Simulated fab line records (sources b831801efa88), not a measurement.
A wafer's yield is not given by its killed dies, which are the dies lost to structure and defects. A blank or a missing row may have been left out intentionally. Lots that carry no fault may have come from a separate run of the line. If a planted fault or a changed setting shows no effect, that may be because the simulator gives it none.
Shared-tool check    flow gf180mcu    Lots sampled 12, wafers sampled 36

WHY THIS WAS OPENED
2 of 12 lots carry a flag on the reading V3_CVD_02_THK at GF_V3_THK_MEAS_03. No-fault wafers: 854 nm, standard deviation 11.
Rule: a lot gets a flag if all its wafers with a number sit over 4 standard deviations from that mean, or if no wafer of it has a number. As for the other lots, they are considered sound.

lot   measured      on             V3_CVD_02_THK (nm), wafer by wafer  flag
L611  day 22 01:56  film-metro-01  864 855 860                         
L610  day 22 05:31  film-metro-01  847 838 831                         
L612  day 22 09:49  film-metro-04  854 862 857                         
L613  day 23 01:46  film-metro-04  847 855 861                         
L615  day 23 18:07  film-metro-03  848 844 847                         
L617  day 24 02:58  film-metro-04  854 857 857                         
L618  day 24 16:32  film-metro-03  839 852 877                         
L619  day 25 01:41  film-metro-03  846 856 867                         
L627  day 27 14:54  film-metro-03  408 400 409                         FLAGGED
L630  day 28 05:20  film-metro-01  849 848 861                         
L629  day 28 05:25  film-metro-03  416 433 411                         FLAGGED
L632  day 28 22:41  film-metro-03  840 862 867                         
Average over the flagged lots: 413 nm; offset from the usual -441 nm, equal to -40 standard deviations.

WHICH TOOL RAN EACH LOT
The record holds 1 process step before the reading, out of a route of 602 steps. In each cell: the tool, then ch and the chambers that the sampled wafers went through, then the start.
lot   flag     GF_V3_CVD_02
L611           pecvd-02 ch 0,1, day 22 01:52
L610           pecvd-01 ch 0,1,2, day 22 05:27
L612           pecvd-02 ch 0,1, day 22 09:44
L613           pecvd-02 ch 0,1,2, day 23 01:41
L615           pecvd-04 ch 0,1,2, day 23 18:03
L617           pecvd-04 ch 0,1,2, day 24 02:53
L618           pecvd-02 ch 1,2, day 24 16:28
L619           pecvd-04 ch 0,1,2, day 25 01:36
L627  FLAGGED  pecvd-02 ch 0,2, day 27 14:50
L630           pecvd-01 ch 1,2, day 28 05:16
L629  FLAGGED  pecvd-02 ch 0,1,2, day 28 05:21
L632           pecvd-01 ch 1,2, day 28 22:36
What the steps here do:
- GF_V3_CVD_02: deposits SiO2 from TEOS, target thk 850 nm, time 94.851 s.
- GF_V3_THK_MEAS_03

FLAGGED AGAINST TOTAL, ONE TOOL AT A TIME (gauges that did the reading follow at the end)
step               tool           lots run  flagged  share of the flagged lots  sound lots run after its first flagged lot
GF_V3_CVD_02       pecvd-01       3         0        none                       -
GF_V3_CVD_02       pecvd-02       6         2        all                        0
GF_V3_CVD_02       pecvd-04       3         0        none                       -
GF_V3_THK_MEAS_03  film-metro-01  3         0        none                       -
GF_V3_THK_MEAS_03  film-metro-03  6         2        all                        1 (L632)
GF_V3_THK_MEAS_03  film-metro-04  3         0        none                       -

WHAT IS ALLOWED BY THE TABLE
Rows of the table that ran all the flagged lots, 2 in number: pecvd-02 at GF_V3_CVD_02; film-metro-03 at GF_V3_THK_MEAS_03.
- pecvd-02 at GF_V3_CVD_02 ran 6 lots, 2 of them flagged. It ran its last sound lot, L618, at day 24 16:28 and its first flagged lot, L627, at day 27 14:50: a fault with its onset between the two fits. Its own readings lie more than 4 standard deviations out on every wafer of the flagged lots: run-length-s.
- film-metro-03 at GF_V3_THK_MEAS_03 ran 6 lots, 2 of them flagged. Sound lots ran on it after the first flagged one (L632), which a lasting fault on the whole tool wouldn't allow.
One tool is left: pecvd-02 at GF_V3_CVD_02.

WHAT HAD BEEN PUT IN BY THE SIMULATOR
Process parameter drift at GF_V3_CVD_02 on pecvd-02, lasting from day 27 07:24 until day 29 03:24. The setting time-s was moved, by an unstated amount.
Struck lots among those shown: L627, L629. This agrees with what the rule above found.
